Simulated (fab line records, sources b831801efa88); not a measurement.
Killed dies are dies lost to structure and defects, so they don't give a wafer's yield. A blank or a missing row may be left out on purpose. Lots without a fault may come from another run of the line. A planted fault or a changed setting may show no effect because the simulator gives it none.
Chamber matching | flow gf180mcu | GF_CONTACT_CMP_27 on cmp-02: 4 sister chambers
The step polishes, stops on SiO2, t overpolish 15 s, target thk 0 nm. 8 wafers are shown with their chamber, then 7 later ones without.

WAFERS WITH THEIR CHAMBER
wafer  | chamber | motor_current_A (A) | time_to_endpoint_s (s)
L232.6 | 2       | 12.2                | 76
L233.1 | 0       | 10.7                | 66
L234.1 | 0       | 10.7                | 71
L234.6 | 3       | 10.3                | 83
L236.5 | 1       | 9.2                 | 68
L236.6 | 2       | 11.6                | 73
L245.1 | 1       | 9.5                 | 67
L245.4 | 3       | 11.1                | 75

WAFERS WITHOUT THEIR CHAMBER
wafer  | motor_current_A (A) | time_to_endpoint_s (s)
L245.6 | 9.3                 | 70
L246.3 | 12.7                | 75
L246.4 | 10.8                | 66
L246.5 | 10.3                | 68
L248.1 | 10.7                | 69
L248.2 | 11.6                | 78
L248.4 | 9.3                 | 72

WHICH CHAMBER EACH WENT THROUGH
wafer  | from the rows above     | in truth
L245.6 | 1                       | 1
L246.3 | 2                       | 2
L246.4 | 0                       | 0
L246.5 | can't be placed: 0 or 1 | 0
L248.1 | 0                       | 0
L248.2 | can't be placed: 2 or 3 | 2
L248.4 | 1                       | 1
Placed correctly: 5 of 7. Can't be placed from these rows: 2 (the true chamber is among the candidates in 2). Placed wrongly: 0.
How it was worked out, from the rows above alone: a wafer's distance from a chamber is the root of the sum, over the readings, of the square of ((its reading less the chamber's mean) divided by the reading's scatter). The wafer belongs to the nearest chamber; if the next one is less than 2 further off, it can't be placed. A chamber's mean is the mean of its shown wafers. The scatter: the root of (the sum of the squares of (reading less its chamber's mean) over the shown wafers, divided by (wafers less chambers)).
